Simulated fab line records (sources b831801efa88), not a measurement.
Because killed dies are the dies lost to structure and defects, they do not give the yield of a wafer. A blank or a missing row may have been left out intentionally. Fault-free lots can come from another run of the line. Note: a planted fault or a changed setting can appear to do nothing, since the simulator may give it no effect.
Chamber matching -- flow sky130 -- SKY_VIA3_ETCH_15 on rieDiel-04 has 4 sister chambers
The step etches SiO2 in C4F8/O2/Ar, stops on TiN, target depth 507 nm, time 78 s. 8 wafers are shown with their chamber, then 8 later ones without.

## WAFERS WITH THEIR CHAMBER
wafer,chamber,rfFwdPowerW (W),oesProductAu (a.u.)
L076.4,1,1488,0.951
L083.1,3,1488,0.945
L083.3,1,1493,0.943
L083.6,3,1489,0.956
L086.1,0,1497,0.950
L086.2,2,1487,0.947
L086.6,0,1499,0.944
L089.1,2,1484,0.950

## WAFERS WITHOUT THEIR CHAMBER
wafer,rfFwdPowerW (W),oesProductAu (a.u.)
L089.4,1497,0.950
L089.5,1487,0.943
L091.1,1494,0.958
L091.2,1482,0.945
L091.4,1487,0.941
L097.1,1499,0.945
L097.3,1480,0.946
L097.5,1495,0.954

## WHICH CHAMBER EACH WENT THROUGH
wafer,from the rows above,in truth
L089.4,0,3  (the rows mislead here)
L089.5,can't be placed: 2 or 3 or 1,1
L091.1,can't be placed: 1 or 0 or 3 or 2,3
L091.2,can't be placed: 2 or 3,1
L091.4,can't be placed: 2 or 3 or 1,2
L097.1,0,0
L097.3,can't be placed: 2 or 3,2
L097.5,can't be placed: 0 or 1 or 3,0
1 of 8 placed correctly. Cannot be placed on the basis of these rows: 6; the candidates contain the true chamber in 5. Placed wrongly: 1.
How it was worked out, from the rows above alone: a wafer's distance from a chamber is the root of the sum, over the readings, of the square of ((its reading less the chamber's mean) divided by the reading's scatter). If the next closest chamber is less than 2 further off than the closest, the wafer can't be placed; otherwise it belongs to the closest. Each chamber's mean is taken over the wafers shown for it. How the scatter is found: for the shown wafers, subtract from each reading the mean of its chamber, square and add these, divide the total by (wafers less chambers), then take the root.
